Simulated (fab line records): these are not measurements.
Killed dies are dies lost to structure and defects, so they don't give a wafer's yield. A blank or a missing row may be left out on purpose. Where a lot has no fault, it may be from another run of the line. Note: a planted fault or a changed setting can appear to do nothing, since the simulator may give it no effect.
Check of tool commonality :: flow gf180mcu :: Sampled: 13 lots, 42 wafers

THE REASON FOR OPENING IT
Of 13 lots, 1 have the reading HV_LDD_CVD_54_THK flagged at GF_HV_LDD_THK_MEAS_55. Wafers without a fault read 10.03 nm, standard deviation 0.14.
Rule: a lot is flagged when every wafer of it that has a number lies more than 4 standard deviations from that mean, or none has a number. The rest of the lots are taken to be sound.

lot: L638
measured: day 12 14:23
on: film-metro-04
HV_LDD_CVD_54_THK (nm), wafer by wafer: 10.00 10.11 10.17
flag: 

lot: L639
measured: day 12 18:32
on: film-metro-03
HV_LDD_CVD_54_THK (nm), wafer by wafer: 10.17 10.14 10.28
flag: 

lot: L641
measured: day 13 10:56
on: film-metro-03
HV_LDD_CVD_54_THK (nm), wafer by wafer: 9.76 9.74 9.95
flag: 

lot: L642
measured: day 13 17:45
on: film-metro-04
HV_LDD_CVD_54_THK (nm), wafer by wafer: 10.05 10.11 10.20
flag: 

lot: L643
measured: day 14 04:53
on: film-metro-03
HV_LDD_CVD_54_THK (nm), wafer by wafer: 9.96 9.94 9.93
flag: 

lot: L644
measured: day 14 16:07
on: film-metro-03
HV_LDD_CVD_54_THK (nm), wafer by wafer: 10.05 10.05 10.02
flag: 

lot: L649
measured: day 16 09:25
on: film-metro-02
HV_LDD_CVD_54_THK (nm), wafer by wafer: 9.80 9.90 9.90
flag: 

lot: L651
measured: day 17 04:02
on: film-metro-04
HV_LDD_CVD_54_THK (nm), wafer by wafer: 8.09 8.01 8.01 8.03 8.01 8.00
flag: FLAGGED

lot: L653
measured: day 17 16:57
on: film-metro-03
HV_LDD_CVD_54_THK (nm), wafer by wafer: 9.89 9.86 9.84
flag: 

lot: L655
measured: day 18 03:05
on: film-metro-02
HV_LDD_CVD_54_THK (nm), wafer by wafer: 9.99 9.95 9.96
flag: 

lot: L658
measured: day 19 07:14
on: film-metro-04
HV_LDD_CVD_54_THK (nm), wafer by wafer: 10.01 9.92 9.90
flag: 

lot: L660
measured: day 19 19:00
on: film-metro-02
HV_LDD_CVD_54_THK (nm), wafer by wafer: 10.19 10.13 10.08
flag: 

lot: L661
measured: day 20 02:11
on: film-metro-02
HV_LDD_CVD_54_THK (nm), wafer by wafer: 10.12 10.21 10.08
flag: 
Average over the flagged lots: 8.03 nm; offset from the usual -2.00 nm, equal to -14 standard deviations.

WHICH TOOL RAN EACH LOT
The record holds 1 process step before the reading, out of a route of 602 steps. In each cell: the tool, then ch and the chambers that the sampled wafers went through, then the start.
lot: L638
flag: 
GF_HV_LDD_CVD_54: lpcvd-02 ch 1, day 12 13:22

lot: L639
flag: 
GF_HV_LDD_CVD_54: lpcvd-02 ch 1, day 12 17:30

lot: L641
flag: 
GF_HV_LDD_CVD_54: lpcvd-01 ch 1, day 13 09:54

lot: L642
flag: 
GF_HV_LDD_CVD_54: lpcvd-02 ch 0, day 13 16:44

lot: L643
flag: 
GF_HV_LDD_CVD_54: lpcvd-01 ch 0, day 14 03:52

lot: L644
flag: 
GF_HV_LDD_CVD_54: lpcvd-02 ch 1, day 14 15:04

lot: L649
flag: 
GF_HV_LDD_CVD_54: lpcvd-01 ch 1, day 16 07:52

lot: L651
flag: FLAGGED
GF_HV_LDD_CVD_54: lpcvd-02 ch 1, day 17 03:01

lot: L653
flag: 
GF_HV_LDD_CVD_54: lpcvd-01 ch 1, day 17 15:55

lot: L655
flag: 
GF_HV_LDD_CVD_54: lpcvd-02 ch 0, day 18 01:33

lot: L658
flag: 
GF_HV_LDD_CVD_54: lpcvd-01 ch 0, day 19 06:13

lot: L660
flag: 
GF_HV_LDD_CVD_54: lpcvd-01 ch 0, day 19 17:58

lot: L661
flag: 
GF_HV_LDD_CVD_54: lpcvd-01 ch 0, day 20 01:09
What the steps here do:
- GF_HV_LDD_CVD_54: deposits SiO2 from TEOS, target thk 10 nm, time 75 s.
- GF_HV_LDD_THK_MEAS_55

FLAGGED AGAINST TOTAL, ONE TOOL AT A TIME (gauges that did the reading follow at the end)
step: GF_HV_LDD_CVD_54
tool: lpcvd-01
lots run: 7
flagged: 0
share of the flagged lots: none
sound lots run after its first flagged lot: -

step: GF_HV_LDD_CVD_54
tool: lpcvd-02
lots run: 6
flagged: 1
share of the flagged lots: all
sound lots run after its first flagged lot: 1 (L655)

step: GF_HV_LDD_THK_MEAS_55
tool: film-metro-02
lots run: 4
flagged: 0
share of the flagged lots: none
sound lots run after its first flagged lot: -

step: GF_HV_LDD_THK_MEAS_55
tool: film-metro-03
lots run: 5
flagged: 0
share of the flagged lots: none
sound lots run after its first flagged lot: -

step: GF_HV_LDD_THK_MEAS_55
tool: film-metro-04
lots run: 4
flagged: 1
share of the flagged lots: all
sound lots run after its first flagged lot: 1 (L658)

THE TABLE: WHAT IT ALLOWS
Rows of the table that ran all the flagged lots, 2 in number: lpcvd-02 at GF_HV_LDD_CVD_54; film-metro-04 at GF_HV_LDD_THK_MEAS_55.
- lpcvd-02 at GF_HV_LDD_CVD_54 ran 6 lots, 1 of them flagged. Sound lots followed the first flagged one (L655) on it, something a lasting fault affecting the whole tool could not allow.
- film-metro-04 at GF_HV_LDD_THK_MEAS_55 ran 4 lots, 1 of them flagged. Sound lots followed the first flagged one (L658) on it, something a lasting fault affecting the whole tool could not allow.
No row of the table ran every flagged lot and no sound lot after the first.

WHAT THE SIMULATOR HAD INSERTED
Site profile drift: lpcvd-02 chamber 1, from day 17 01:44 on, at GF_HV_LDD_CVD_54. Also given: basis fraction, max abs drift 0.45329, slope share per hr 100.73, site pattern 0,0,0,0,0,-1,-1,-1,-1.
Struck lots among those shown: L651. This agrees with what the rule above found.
